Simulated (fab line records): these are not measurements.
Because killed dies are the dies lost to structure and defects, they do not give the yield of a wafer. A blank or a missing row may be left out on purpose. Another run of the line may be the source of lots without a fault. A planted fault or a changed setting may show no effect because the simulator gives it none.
fab line records + flow sky130
record:
- lots: 13
- wafers: 39
- lastDay: 50
route steps=708 shown VT_ADJUST_HVTR@140 CONTACT@406
lots untouched by any fault: they come from a run of this same line in which no faults occurred
startH: the number of hours between the record's first day and the start of the first shown wafer of the lot + waitH: hours elapsed since this lot's preceding step + " identical to the entry in the row above + L1.1+2: a row that stands for several wafers + - no value present, or no start provided + * or withheld: withheld + < > ~ a bound
route shown NAME@n: a module of which the file shows steps, and the number in the route of the first + usual: mean/standard deviation of fault-free wafers + same: alike in all rows + chamber/n: place in a boat + sites: each site's reading + _std_site: standard deviation of those values + _edge_site: mean of outer sites minus mean of inner sites + radiusMm: for every site, how far away it sits from the centre of the wafer + mask NAME#n: copy n + behind: the last tool/chamber to shape the wafer + hold: why the lot went on hold/how many hours it stayed there/how the hold came to an end + device: transistor that didn't switch, given as n, p or np + end of line: at the end of the route, the tests of the same wafers + a step without rows: its recipe alone + killed: the dies lost at the first sort to structure and to defects; this is not the yield of the wafer + map: per-die view of a wafer (x killed, . not killed, _ where there is no die)
set.NAME: the setting as run; set.NAME@STEP: as run at that earlier step + model.NAME: the simulator's own value behind a step, which no gauge read
the route's steps for a sample of lots (tables are steps, rows are wafers)
services: from which hour (startH, from the record's first day; less than 0 if before it) a tool's chamber was out of use, for how many hours, and why
== steps ==
step: SKY_VT_ADJUST_HVTR_IMPLANT_09
recipe:
- species: B
- energyKev: 10
- doseCm2: 2.1e+12
- tiltDeg: withheld
same:
- implantIonAmu: 11
| lot.wafer  | tool         | chamber | startH | waitH |
|------------|--------------|---------|--------|-------|
| L525.1+3+4 | implanter-02 | 0       | 195.77 | 0.0   |
| L528.1+2+6 | implanter-03 | 0       | 219.02 | 0.0   |
| L529.1+2+5 | implanter-01 | 0       | 230.17 | 0.0   |
| L530.1+3+5 | implanter-02 | 0       | 236.66 | 0.0   |
| L532.1+3+5 | implanter-01 | 0       | 246.46 | 0.0   |
| L533.2+5+6 | implanter-02 | 0       | 252.85 | 0.0   |
| L534.2+4+6 | implanter-03 | 0       | 264.75 | 0.0   |
| L535.2+4+6 | implanter-01 | 0       | 270.55 | 0.0   |
| L536.2+3+5 | implanter-01 | 0       | 278.38 | 0.0   |
| L538.3+5+6 | implanter-02 | 0       | 291.67 | 0.1   |
| L541.1+3+5 | implanter-01 | 0       | 337.57 | 0.0   |
| L541.1+3+5 | implanter-01 | 0       | 337.89 | 0.3   |
| L544.3+4+5 | implanter-03 | 0       | 353.00 | 0.1   |
| L544.3+4+5 | implanter-03 | 0       | 353.32 | 0.3   |
| L546.2+5+6 | implanter-03 | 0       | 365.88 | 0.0   |
| L546.2+5+6 | implanter-03 | 0       | 366.20 | 0.3   |
step: SKY_VT_ADJUST_HVTR_TW_MEAS_11
usual:
- VT_ADJUST_HVTR_TW: 210.3/2.5
| lot.wafer | tool         | chamber | startH | waitH | VT_ADJUST_HVTR_TW |
|-----------|--------------|---------|--------|-------|-------------------|
| L525.1    | filmMetro-03 | -       | 196.02 | 0.1   | 206.3             |
| L525.3    | "            | -       | "      | "     | 206.2             |
| L525.4    | "            | -       | "      | "     | 207.4             |
| L528.1    | filmMetro-02 | -       | 219.27 | 0.1   | 210.4             |
| L528.2    | "            | -       | "      | "     | 210.6             |
| L528.6    | "            | -       | "      | "     | 211.2             |
| L529.1    | filmMetro-04 | -       | 230.42 | 0.1   | 213.7             |
| L529.2    | "            | -       | "      | "     | 211.3             |
| L529.5    | "            | -       | "      | "     | 211.8             |
| L530.1    | filmMetro-03 | -       | 236.91 | 0.1   | 206.4             |
| L530.3    | "            | -       | "      | "     | 206.5             |
| L530.5    | "            | -       | "      | "     | 206.5             |
| L532.1    | filmMetro-02 | -       | 246.71 | 0.1   | 213.8             |
| L532.3    | "            | -       | "      | "     | 212.8             |
| L532.5    | "            | -       | "      | "     | 214.7             |
| L533.2    | filmMetro-04 | -       | 253.08 | 0.1   | 212.3             |
| L533.5    | "            | -       | "      | "     | 211.8             |
| L533.6    | "            | -       | "      | "     | 211.6             |
| L534.2    | filmMetro-02 | -       | 264.98 | 0.1   | 210.0             |
| L534.4    | "            | -       | "      | "     | 210.8             |
| L534.6    | "            | -       | "      | "     | 210.9             |
| L535.2    | filmMetro-04 | -       | 270.78 | 0.1   | 211.7             |
| L535.4    | "            | -       | "      | "     | 211.3             |
| L535.6    | "            | -       | "      | "     | 213.3             |
| L536.2    | filmMetro-02 | -       | 278.62 | 0.1   | 211.2             |
| L536.3    | "            | -       | "      | "     | 211.6             |
| L536.5    | "            | -       | "      | "     | 210.4             |
| L538.3    | filmMetro-03 | -       | 291.89 | 0.1   | 207.4             |
| L538.5    | "            | -       | "      | "     | 206.4             |
| L538.6    | "            | -       | "      | "     | 207.4             |
| L541.1    | filmMetro-02 | -       | 338.14 | 0.1   | 259.0             |
| L541.3    | "            | -       | "      | "     | 258.3             |
| L541.5    | "            | -       | "      | "     | 257.6             |
| L544.3    | filmMetro-02 | -       | 353.54 | 0.1   | 258.4             |
| L544.4    | "            | -       | "      | "     | 259.1             |
| L544.5    | "            | -       | "      | "     | 259.1             |
| L546.2    | filmMetro-02 | -       | 366.43 | 0.1   | 259.7             |
| L546.5    | "            | -       | "      | "     | 259.6             |
| L546.6    | "            | -       | "      | "     | 260.0             |
step: SKY_CONTACT_CVD_00
recipe:
- material: Si3N4
- targetThkNm: 75
- tempC: 400
- timeS: withheld
- rfW: 450
usual:
- heaterPowerW: 670/100
| lot.wafer | tool     | chamber | startH | waitH | heaterPowerW |
|-----------|----------|---------|--------|-------|--------------|
| L525.1    | pecvd-03 | 2       | 691.38 | 0.0   | 843          |
| L525.3    | "        | 0       | "      | "     | 501          |
| L525.4    | "        | 2       | "      | "     | 802          |
| L528.1    | pecvd-02 | 2       | 723.59 | 0.0   | 823          |
| L528.2    | "        | 0       | "      | "     | 583          |
| L528.6    | "        | 0       | "      | "     | 601          |
| L529.1    | pecvd-03 | 1       | 734.20 | 0.0   | 601          |
| L529.2    | "        | 2       | "      | "     | 876          |
| L529.5    | "        | 0       | "      | "     | 519          |
| L530.1    | pecvd-03 | 2       | 744.15 | 0.0   | 873          |
| L530.3    | "        | 0       | "      | "     | 492          |
| L530.5    | "        | 0       | "      | "     | 518          |
| L532.1    | pecvd-01 | 1       | 758.54 | 0.0   | 689          |
| L532.3    | "        | 0       | "      | "     | 845          |
| L532.5    | "        | 1       | "      | "     | 723          |
| L533.2    | pecvd-02 | 0       | 761.71 | 0.0   | 552          |
| L533.5    | "        | 2       | "      | "     | 757          |
| L533.6    | "        | 0       | "      | "     | 551          |
| L534.2    | pecvd-03 | 1       | 772.73 | 0.0   | 538          |
| L534.4    | "        | 0       | "      | "     | 569          |
| L534.6    | "        | 2       | "      | "     | 779          |
| L535.2    | pecvd-02 | 1       | 778.53 | 0.0   | 582          |
| L535.4    | "        | 1       | "      | "     | 612          |
| L535.6    | "        | 2       | "      | "     | 820          |
| L536.2    | pecvd-01 | 0       | 786.66 | 0.0   | 747          |
| L536.3    | "        | 2       | "      | "     | 630          |
| L536.5    | "        | 0       | "      | "     | 752          |
| L538.3    | pecvd-01 | 2       | 802.56 | 0.0   | 605          |
| L538.5    | "        | 2       | "      | "     | 613          |
| L538.6    | "        | 1       | "      | "     | 701          |
| L541.1    | pecvd-02 | 0       | 846.12 | 0.0   | 616          |
| L541.3    | "        | 1       | "      | "     | 591          |
| L541.5    | "        | 2       | "      | "     | 763          |
| L544.3    | pecvd-01 | 0       | 863.73 | 0.0   | 789          |
| L544.4    | "        | 2       | "      | "     | 682          |
| L544.5    | "        | 1       | "      | "     | 618          |
| L546.2    | pecvd-03 | 2       | 878.19 | 0.0   | 880          |
| L546.5    | "        | 0       | "      | "     | 527          |
| L546.6    | "        | 1       | "      | "     | 639          |
step: SKY_CONTACT_CD_MEAS_14
recipe:
- targetCdNm: 170
usual:
- cdNm: 169.5/1.3
| lot.wafer | tool     | chamber | startH | waitH | cdNm  |
|-----------|----------|---------|--------|-------|-------|
| L525.1    | cdSem-02 | -       | 719.85 | -     | 169.9 |
| L525.3    | "        | -       | "      | "     | 170.0 |
| L525.4    | "        | -       | "      | "     | 169.2 |
| L528.1    | cdSem-02 | -       | 751.39 | -     | 168.8 |
| L528.2    | "        | -       | "      | "     | 169.4 |
| L528.6    | "        | -       | "      | "     | 169.0 |
| L529.1    | cdSem-01 | -       | 761.55 | -     | 169.9 |
| L529.2    | "        | -       | "      | "     | 170.4 |
| L529.5    | "        | -       | "      | "     | 170.3 |
| L530.1    | cdSem-02 | -       | 771.79 | -     | 169.7 |
| L530.3    | "        | -       | "      | "     | 172.2 |
| L530.5    | "        | -       | "      | "     | 169.2 |
| L532.1    | cdSem-02 | -       | 785.92 | -     | 170.5 |
| L532.3    | "        | -       | "      | "     | 170.7 |
| L532.5    | "        | -       | "      | "     | 169.5 |
| L533.2    | cdSem-02 | -       | 788.32 | -     | 169.5 |
| L533.5    | "        | -       | "      | "     | 171.8 |
| L533.6    | "        | -       | "      | "     | 168.9 |
| L534.2    | cdSem-01 | -       | 799.59 | -     | 168.1 |
| L534.4    | "        | -       | "      | "     | 169.1 |
| L534.6    | "        | -       | "      | "     | 170.2 |
| L535.2    | cdSem-02 | -       | 806.81 | -     | 170.3 |
| L535.4    | "        | -       | "      | "     | 169.2 |
| L535.6    | "        | -       | "      | "     | 170.9 |
| L536.2    | cdSem-01 | -       | 813.52 | -     | 168.7 |
| L536.3    | "        | -       | "      | "     | 170.3 |
| L536.5    | "        | -       | "      | "     | 170.3 |
| L538.3    | cdSem-02 | -       | 829.99 | -     | 169.7 |
| L538.5    | "        | -       | "      | "     | 168.5 |
| L538.6    | "        | -       | "      | "     | 168.1 |
| L541.1    | cdSem-02 | -       | 872.75 | -     | 170.2 |
| L541.3    | "        | -       | "      | "     | 168.2 |
| L541.5    | "        | -       | "      | "     | 168.5 |
| L544.3    | cdSem-01 | -       | 890.49 | -     | 170.5 |
| L544.4    | "        | -       | "      | "     | 170.1 |
| L544.5    | "        | -       | "      | "     | 170.5 |
| L546.2    | cdSem-02 | -       | 904.01 | -     | 168.8 |
| L546.5    | "        | -       | "      | "     | 168.0 |
| L546.6    | "        | -       | "      | "     | 168.2 |
step: SKY_CONTACT_CMP_27
recipe:
- stopOn: SiO2
- tOverpolishS: 15
- downForcePsi: 3.5
- platenRpm: 60
- targetThkNm: 0
- padVelocityMS: 0.94248
usual:
- motorCurrentA: 10.8/0.96
- overpolishRunS: 14.999/0.0093
- timeToEndpointS: 83/3.4
| lot.wafer | tool   | chamber | startH | waitH | motorCurrentA | overpolishRunS | timeToEndpointS |
|-----------|--------|---------|--------|-------|---------------|----------------|-----------------|
| L525.4    | cmp-01 | 1       | 721.09 | 0.0   | 9.6           | 15.000         | 83              |
| L525.1    | "      | 2       | "      | "     | 12.9          | 15.000         | 80              |
| L525.3    | "      | 0       | "      | "     | 10.7          | 15.004         | 84              |
| L528.1    | cmp-01 | 1       | 752.62 | 0.1   | 9.7           | 15.006         | 83              |
| L528.2    | "      | 3       | "      | "     | 11.0          | 15.000         | 84              |
| L528.6    | "      | 1       | "      | "     | 9.3           | 15.001         | 82              |
| L529.1    | cmp-02 | 1       | 762.83 | 0.1   | 10.4          | 15.011         | 81              |
| L529.2    | "      | 2       | "      | "     | 11.2          | 15.012         | 82              |
| L529.5    | "      | 0       | "      | "     | 10.4          | 15.004         | 77              |
| L530.1    | cmp-02 | 2       | 773.13 | 0.1   | 10.9          | 14.999         | 87              |
| L530.3    | "      | 3       | "      | "     | 10.4          | 14.991         | 83              |
| L530.5    | "      | 1       | "      | "     | 10.5          | 15.005         | 84              |
| L532.3    | cmp-02 | 2       | 787.22 | 0.1   | 11.6          | 15.017         | 85              |
| L532.1    | "      | 3       | "      | "     | 10.4          | 15.015         | 86              |
| L532.5    | "      | 1       | "      | "     | 10.8          | 15.000         | 87              |
| L533.2    | cmp-02 | 0       | 789.63 | 0.1   | 10.0          | 14.975         | 80              |
| L533.5    | "      | 2       | "      | "     | 10.8          | 14.997         | 81              |
| L533.6    | "      | 3       | "      | "     | 11.5          | 15.011         | 86              |
| L534.2    | cmp-01 | 1       | 800.85 | 0.1   | 9.3           | 15.004         | 85              |
| L534.4    | "      | 3       | "      | "     | 11.2          | 15.008         | 89              |
| L534.6    | "      | 0       | "      | "     | 11.1          | 15.009         | 81              |
| L535.2    | cmp-02 | 0       | 808.07 | 0.0   | 10.7          | 14.999         | 82              |
| L535.4    | "      | 3       | "      | "     | 10.7          | 15.002         | 85              |
| L535.6    | "      | 0       | "      | "     | 10.9          | 15.009         | 80              |
| L536.2    | cmp-02 | 3       | 814.77 | 0.0   | 10.5          | 14.995         | 82              |
| L536.3    | "      | 2       | "      | "     | 10.8          | 14.988         | 81              |
| L536.5    | "      | 0       | "      | "     | 10.4          | 14.990         | 78              |
| L538.3    | cmp-02 | 2       | 831.23 | 0.1   | 11.4          | 14.996         | 88              |
| L538.5    | "      | 1       | "      | "     | 10.6          | 15.003         | 87              |
| L538.6    | "      | 2       | "      | "     | 11.0          | 15.005         | 84              |
| L541.1    | cmp-02 | 3       | 874.12 | 0.1   | 10.4          | 15.002         | 76              |
| L541.3    | "      | 0       | "      | "     | 10.6          | 15.004         | 73              |
| L541.5    | "      | 2       | "      | "     | 11.9          | 15.016         | 77              |
| L544.4    | cmp-01 | 2       | 891.73 | 0.1   | 13.5          | 14.986         | 84              |
| L544.3    | "      | 0       | "      | "     | 10.4          | 14.997         | 88              |
| L544.5    | "      | 1       | "      | "     | 9.7           | 14.990         | 85              |
| L546.2    | cmp-01 | 1       | 905.37 | 0.1   | 9.5           | 14.992         | 84              |
| L546.6    | "      | 3       | "      | "     | 10.7          | 14.986         | 93              |
| L546.5    | "      | 0       | "      | "     | 10.7          | 15.018         | 85              |
== services ==
| tool   | chamber | startH | hours | kind   |
|--------|---------|--------|-------|--------|
| cmp-02 | -       | 202.52 | 5.3   | repair |
| cmp-02 | -       | 250.01 | 1.1   | repair |
| cmp-02 | -       | 304.69 | 7.1   | pm     |
| cmp-02 | -       | 314.31 | 7.1   | pm     |
| cmp-02 | -       | 322.59 | 1.4   | repair |
| cmp-02 | -       | 323.01 | 2.8   | repair |
| cmp-02 | -       | 328.94 | 2.6   | repair |
| cmp-02 | -       | 353.55 | 0.7   | repair |
| cmp-02 | -       | 379.75 | 10.8  | pm     |
| cmp-02 | -       | 390.55 | 0.9   | repair |
| cmp-02 | -       | 404.00 | 4.0   | pm     |
| cmp-02 | -       | 475.16 | 3.7   | repair |
| cmp-02 | -       | 494.28 | 0.3   | repair |
| cmp-02 | -       | 498.88 | 0.2   | repair |
| cmp-02 | -       | 499.50 | 5.8   | repair |
| cmp-02 | -       | 616.68 | 1.5   | repair |
| cmp-02 | -       | 645.97 | 0.3   | repair |
| cmp-02 | -       | 673.69 | 3.6   | pm     |
| cmp-02 | -       | 720.96 | 0.3   | repair |
| cmp-02 | -       | 744.00 | 4.0   | pm     |
| cmp-02 | -       | 757.98 | 1.3   | repair |
| cmp-02 | -       | 828.45 | 0.5   | repair |
| cmp-02 | -       | 849.14 | 1.7   | repair |
| cmp-02 | -       | 854.61 | 1.8   | repair |
== key ==
firstSign:
- step: SKY_VT_ADJUST_HVTR_IMPLANT_09
- reading: visit
- direction: added
effect:
- step: SKY_VT_ADJUST_HVTR_TW_MEAS_11
- reading: VT_ADJUST_HVTR_TW
- direction: up
- sigmas: 20
- usual: 210.3
- struck: 259.0
metAt SKY_VT_ADJUST_HVTR_IMPLANT_09
struckLots L541,L544,L546
testerLeftOut L541,L544,L546
notActingAt SKY_CONTACT_CVD_00,SKY_CONTACT_CD_MEAS_14,SKY_CONTACT_CMP_27
fault:
- kind: repeatedStepWhole
- tool: implanter-01,implanter-02,implanter-03
- chamber: -
- onsetH: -
- steps: SKY_VT_ADJUST_HVTR_IMPLANT_09
- times: 1
- scope: struckLotsOnly
testerLeftOut: of these lots the tester's yield and bins aren't shown, on N5 and GAA mostly nor the transistor test; their killed dies are dies lost to structure and defects alone, not to doping, threshold or leakage, so they don't give the yield
